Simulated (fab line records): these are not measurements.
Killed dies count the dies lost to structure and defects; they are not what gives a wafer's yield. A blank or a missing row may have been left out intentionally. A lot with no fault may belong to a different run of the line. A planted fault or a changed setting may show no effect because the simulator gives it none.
Which tool is to blame? || flow sky130 || 42 wafers from 14 lots sampled at 4 of the route's 708 steps

WHAT EACH GAUGE READ, for each wafer
Not one reading of a measure or inspect step in the record can be checked against a usual standard deviation.

EACH LOT AND THE TOOL THAT RAN IT (in order: tool; ch and the chambers of the sampled wafers; start)
{"lot": "L768", "SKY_NWELL_STRIP_25": "plasmaAsher-03 ch 0,1, day 6 01:17", "SKY_CONTACT_PEB_12": "lithoTrack-03 ch 0, day 32 20:00", "SKY_VIA3_CMP_24": "cmp-01 ch 1,2,3, day 41 00:22", "SKY_METAL4_SPUTTER_03": "pvdSputter-03, day 41 00:39"}
{"lot": "L769", "SKY_NWELL_STRIP_25": "plasmaAsher-03 ch 0,1, day 6 02:31", "SKY_CONTACT_PEB_12": "lithoTrack-02 ch 0, day 33 00:00", "SKY_VIA3_CMP_24": "cmp-02 ch 0,3, day 41 02:31", "SKY_METAL4_SPUTTER_03": "pvdSputter-04, day 41 02:53"}
{"lot": "L770", "SKY_NWELL_STRIP_25": "plasmaAsher-02 ch 0,1, day 6 08:14", "SKY_CONTACT_PEB_12": "lithoTrack-04 ch 0, day 33 09:00", "SKY_VIA3_CMP_24": "cmp-02 ch 0,1,2, day 41 13:32", "SKY_METAL4_SPUTTER_03": "pvdSputter-03, day 41 13:49"}
{"lot": "L773", "SKY_NWELL_STRIP_25": "plasmaAsher-02 ch 0,1, day 7 00:52", "SKY_CONTACT_PEB_12": "lithoTrack-04 ch 0, day 34 08:00", "SKY_VIA3_CMP_24": "cmp-01 ch 0,2,3, day 42 07:26", "SKY_METAL4_SPUTTER_03": "pvdSputter-03, day 42 07:44"}
{"lot": "L775", "SKY_NWELL_STRIP_25": "plasmaAsher-03 ch 0,1, day 7 12:02", "SKY_CONTACT_PEB_12": "lithoTrack-03 ch 0, day 34 20:00", "SKY_VIA3_CMP_24": "cmp-01 ch 1,2,3, day 42 20:35", "SKY_METAL4_SPUTTER_03": "pvdSputter-01, day 42 20:58"}
{"lot": "L774", "SKY_NWELL_STRIP_25": "plasmaAsher-02 ch 0,1, day 7 12:48", "SKY_CONTACT_PEB_12": "lithoTrack-03 ch 0, day 34 18:00", "SKY_VIA3_CMP_24": "cmp-01 ch 1,2,3, day 42 18:00", "SKY_METAL4_SPUTTER_03": "pvdSputter-04, day 42 18:17"}
{"lot": "L777", "SKY_NWELL_STRIP_25": "plasmaAsher-03 ch 0,1, day 7 22:53", "SKY_CONTACT_PEB_12": "lithoTrack-04 ch 0, day 35 10:00", "SKY_VIA3_CMP_24": "cmp-01 ch 1,2,3, day 43 06:10", "SKY_METAL4_SPUTTER_03": "pvdSputter-01, day 43 06:34"}
{"lot": "L780", "SKY_NWELL_STRIP_25": "plasmaAsher-02 ch 0,1, day 8 16:35", "SKY_CONTACT_PEB_12": "lithoTrack-02 ch 0, day 36 19:00", "SKY_VIA3_CMP_24": "cmp-02 ch 1,3, day 44 13:30", "SKY_METAL4_SPUTTER_03": "pvdSputter-03, day 44 13:50"}
{"lot": "L783", "SKY_NWELL_STRIP_25": "plasmaAsher-01 ch 0,1, day 9 19:44", "SKY_CONTACT_PEB_12": "lithoTrack-04 ch 0, day 38 01:00", "SKY_VIA3_CMP_24": "cmp-01 ch 1,3, day 45 15:37", "SKY_METAL4_SPUTTER_03": "pvdSputter-01, day 45 16:00"}
{"lot": "L785", "SKY_NWELL_STRIP_25": "plasmaAsher-02 ch 0,1, day 10 02:31", "SKY_CONTACT_PEB_12": "lithoTrack-03, day 38 21:00", "SKY_VIA3_CMP_24": "-", "SKY_METAL4_SPUTTER_03": "-"}
{"lot": "L787", "SKY_NWELL_STRIP_25": "plasmaAsher-01 ch 0,1, day 10 13:02", "SKY_CONTACT_PEB_12": "lithoTrack-02, day 39 02:00", "SKY_VIA3_CMP_24": "-", "SKY_METAL4_SPUTTER_03": "-"}
{"lot": "L788", "SKY_NWELL_STRIP_25": "plasmaAsher-02 ch 0,1, day 10 22:32", "SKY_CONTACT_PEB_12": "lithoTrack-02 ch 0, day 39 00:00", "SKY_VIA3_CMP_24": "cmp-02 ch 0,1, day 46 11:24", "SKY_METAL4_SPUTTER_03": "pvdSputter-03, day 46 11:47"}
{"lot": "L789", "SKY_NWELL_STRIP_25": "plasmaAsher-03 ch 0,1, day 11 08:02", "SKY_CONTACT_PEB_12": "lithoTrack-03 ch 0, day 39 07:00", "SKY_VIA3_CMP_24": "cmp-02 ch 2,3, day 46 18:02", "SKY_METAL4_SPUTTER_03": "pvdSputter-03, day 46 18:26"}
{"lot": "L790", "SKY_NWELL_STRIP_25": "plasmaAsher-03 ch 0,1, day 11 16:07", "SKY_CONTACT_PEB_12": "lithoTrack-03 ch 0, day 39 15:00", "SKY_VIA3_CMP_24": "cmp-01 ch 0,2, day 46 23:01", "SKY_METAL4_SPUTTER_03": "pvdSputter-03, day 46 23:25"}
- SKY_NWELL_STRIP_25: strips in O2/N2.
- SKY_CONTACT_PEB_12
- SKY_VIA3_CMP_24: polishes, stops on SiO2, t overpolish 20 s, target thk 0 nm.
- SKY_METAL4_SPUTTER_03: material Ti, target thk 5 nm, time 3.3 s.

WHAT THE TOOLS THEMSELVES READ (means of the sampled wafers that have a number; where no wafer has one, the mark that the record gives instead)
SKY_NWELL_STRIP_25.
{"lot": "L768", "tool": "plasmaAsher-03", "drypumpMotorCurrentA (A)": 6.0, "oesProductAu (a.u.)": 0.720, "stripTimeToEndpointS (s)": 36.98}
{"lot": "L769", "tool": "plasmaAsher-03", "drypumpMotorCurrentA (A)": 5.7, "oesProductAu (a.u.)": 0.723, "stripTimeToEndpointS (s)": 36.81}
{"lot": "L770", "tool": "plasmaAsher-02", "drypumpMotorCurrentA (A)": 5.4, "oesProductAu (a.u.)": 0.720, "stripTimeToEndpointS (s)": 37.02}
{"lot": "L773", "tool": "plasmaAsher-02", "drypumpMotorCurrentA (A)": 5.4, "oesProductAu (a.u.)": 0.727, "stripTimeToEndpointS (s)": 36.92}
{"lot": "L775", "tool": "plasmaAsher-03", "drypumpMotorCurrentA (A)": 6.0, "oesProductAu (a.u.)": 0.720, "stripTimeToEndpointS (s)": 37.04}
{"lot": "L774", "tool": "plasmaAsher-02", "drypumpMotorCurrentA (A)": 5.4, "oesProductAu (a.u.)": 0.718, "stripTimeToEndpointS (s)": 36.95}
{"lot": "L777", "tool": "plasmaAsher-03", "drypumpMotorCurrentA (A)": 6.1, "oesProductAu (a.u.)": 0.721, "stripTimeToEndpointS (s)": 36.94}
{"lot": "L780", "tool": "plasmaAsher-02", "drypumpMotorCurrentA (A)": 5.4, "oesProductAu (a.u.)": 0.716, "stripTimeToEndpointS (s)": 36.87}
{"lot": "L783", "tool": "plasmaAsher-01", "drypumpMotorCurrentA (A)": 6.4, "oesProductAu (a.u.)": 0.722, "stripTimeToEndpointS (s)": 36.95}
{"lot": "L785", "tool": "plasmaAsher-02", "drypumpMotorCurrentA (A)": 5.4, "oesProductAu (a.u.)": 0.716, "stripTimeToEndpointS (s)": 36.95}
{"lot": "L787", "tool": "plasmaAsher-01", "drypumpMotorCurrentA (A)": 6.5, "oesProductAu (a.u.)": 0.726, "stripTimeToEndpointS (s)": 36.92}
{"lot": "L788", "tool": "plasmaAsher-02", "drypumpMotorCurrentA (A)": 5.4, "oesProductAu (a.u.)": 0.719, "stripTimeToEndpointS (s)": 37.14}
{"lot": "L789", "tool": "plasmaAsher-03", "drypumpMotorCurrentA (A)": 5.7, "oesProductAu (a.u.)": 0.725, "stripTimeToEndpointS (s)": 36.80}
{"lot": "L790", "tool": "plasmaAsher-03", "drypumpMotorCurrentA (A)": 5.7, "oesProductAu (a.u.)": 0.724, "stripTimeToEndpointS (s)": 36.93}

SKY_CONTACT_PEB_12.
{"lot": "L768", "tool": "lithoTrack-03", "exhaustPa (Pa)": 45.8}
{"lot": "L769", "tool": "lithoTrack-02", "exhaustPa (Pa)": 44.5}
{"lot": "L770", "tool": "lithoTrack-04", "exhaustPa (Pa)": 43.9}
{"lot": "L773", "tool": "lithoTrack-04", "exhaustPa (Pa)": 45.9}
{"lot": "L775", "tool": "lithoTrack-03", "exhaustPa (Pa)": 44.9}
{"lot": "L774", "tool": "lithoTrack-03", "exhaustPa (Pa)": 44.2}
{"lot": "L777", "tool": "lithoTrack-04", "exhaustPa (Pa)": 45.1}
{"lot": "L780", "tool": "lithoTrack-02", "exhaustPa (Pa)": 44.2}
{"lot": "L783", "tool": "lithoTrack-04", "exhaustPa (Pa)": 45.1}
{"lot": "L785", "tool": "lithoTrack-03", "exhaustPa (Pa)": "-"}
{"lot": "L787", "tool": "lithoTrack-02", "exhaustPa (Pa)": "-"}
{"lot": "L788", "tool": "lithoTrack-02", "exhaustPa (Pa)": 44.2}
{"lot": "L789", "tool": "lithoTrack-03", "exhaustPa (Pa)": 44.4}
{"lot": "L790", "tool": "lithoTrack-03", "exhaustPa (Pa)": 44.0}

SKY_VIA3_CMP_24.
{"lot": "L768", "tool": "cmp-01", "motorCurrentA (A)": 13.1, "overpolishRunS (s)": 20.004, "timeToEndpointS (s)": 97}
{"lot": "L769", "tool": "cmp-02", "motorCurrentA (A)": 9.7, "overpolishRunS (s)": 19.997, "timeToEndpointS (s)": 99}
{"lot": "L770", "tool": "cmp-02", "motorCurrentA (A)": 11.4, "overpolishRunS (s)": 20.001, "timeToEndpointS (s)": 93}
{"lot": "L773", "tool": "cmp-01", "motorCurrentA (A)": 13.0, "overpolishRunS (s)": 19.994, "timeToEndpointS (s)": 95}
{"lot": "L775", "tool": "cmp-01", "motorCurrentA (A)": 12.8, "overpolishRunS (s)": 20.002, "timeToEndpointS (s)": 101}
{"lot": "L774", "tool": "cmp-01", "motorCurrentA (A)": 12.6, "overpolishRunS (s)": 20.003, "timeToEndpointS (s)": 99}
{"lot": "L777", "tool": "cmp-01", "motorCurrentA (A)": 12.1, "overpolishRunS (s)": 20.001, "timeToEndpointS (s)": 98}
{"lot": "L780", "tool": "cmp-02", "motorCurrentA (A)": 11.0, "overpolishRunS (s)": 19.998, "timeToEndpointS (s)": 90}
{"lot": "L783", "tool": "cmp-01", "motorCurrentA (A)": 13.5, "overpolishRunS (s)": 19.993, "timeToEndpointS (s)": 95}
{"lot": "L788", "tool": "cmp-02", "motorCurrentA (A)": 11.0, "overpolishRunS (s)": 20.003, "timeToEndpointS (s)": 95}
{"lot": "L789", "tool": "cmp-02", "motorCurrentA (A)": 11.8, "overpolishRunS (s)": 20.003, "timeToEndpointS (s)": 98}
{"lot": "L790", "tool": "cmp-01", "motorCurrentA (A)": 12.3, "overpolishRunS (s)": 19.998, "timeToEndpointS (s)": 91}

SKY_METAL4_SPUTTER_03.
{"lot": "L768", "tool": "pvdSputter-03", "throttleValvePct (%)": 29.0}
{"lot": "L769", "tool": "pvdSputter-04", "throttleValvePct (%)": 30.9}
{"lot": "L770", "tool": "pvdSputter-03", "throttleValvePct (%)": 29.6}
{"lot": "L773", "tool": "pvdSputter-03", "throttleValvePct (%)": 28.8}
{"lot": "L775", "tool": "pvdSputter-01", "throttleValvePct (%)": 29.4}
{"lot": "L774", "tool": "pvdSputter-04", "throttleValvePct (%)": 30.5}
{"lot": "L777", "tool": "pvdSputter-01", "throttleValvePct (%)": 29.8}
{"lot": "L780", "tool": "pvdSputter-03", "throttleValvePct (%)": 30.0}
{"lot": "L783", "tool": "pvdSputter-01", "throttleValvePct (%)": 29.7}
{"lot": "L788", "tool": "pvdSputter-03", "throttleValvePct (%)": 28.8}
{"lot": "L789", "tool": "pvdSputter-03", "throttleValvePct (%)": 29.6}
{"lot": "L790", "tool": "pvdSputter-03", "throttleValvePct (%)": 29.5}

THE ANSWER, worked out from the rows above alone
Rule: usual is defined by the lots themselves. The widest of any qualifying gaps counts: lots, ordered by their means at a reading, are off when they make up no more than a third of the lots, leave a main group of 4 or more, and stand apart from it by 3 or more times the standard deviation of that group's means. The tables above print the reading to a certain number of digits; a main group whose means all agree to those digits is not used. A lot without any number at a reading at which 4 lots or more have one is off too. All remaining lots with rows at the step are treated as sound. After the gauges, taken in route order, come the tools' own readings; for these a lot's mean is taken, as printed above. The first step at which some lot is off is used, and at that step the reading that is off furthest; a lot without a number counts as furthest.
Off: L785, L787 (SKY_CONTACT_PEB_12, exhaustPa). Without a number there: L785, L787. For the main group the mean is 44.7 Pa and the standard deviation 0.65.
A tool fits if, at that step or a process step before it, it ran every lot that is off, and no sound lot after the first of them. Not one of the candidates tried fits.

WHAT THE SIMULATOR HAD INSERTED
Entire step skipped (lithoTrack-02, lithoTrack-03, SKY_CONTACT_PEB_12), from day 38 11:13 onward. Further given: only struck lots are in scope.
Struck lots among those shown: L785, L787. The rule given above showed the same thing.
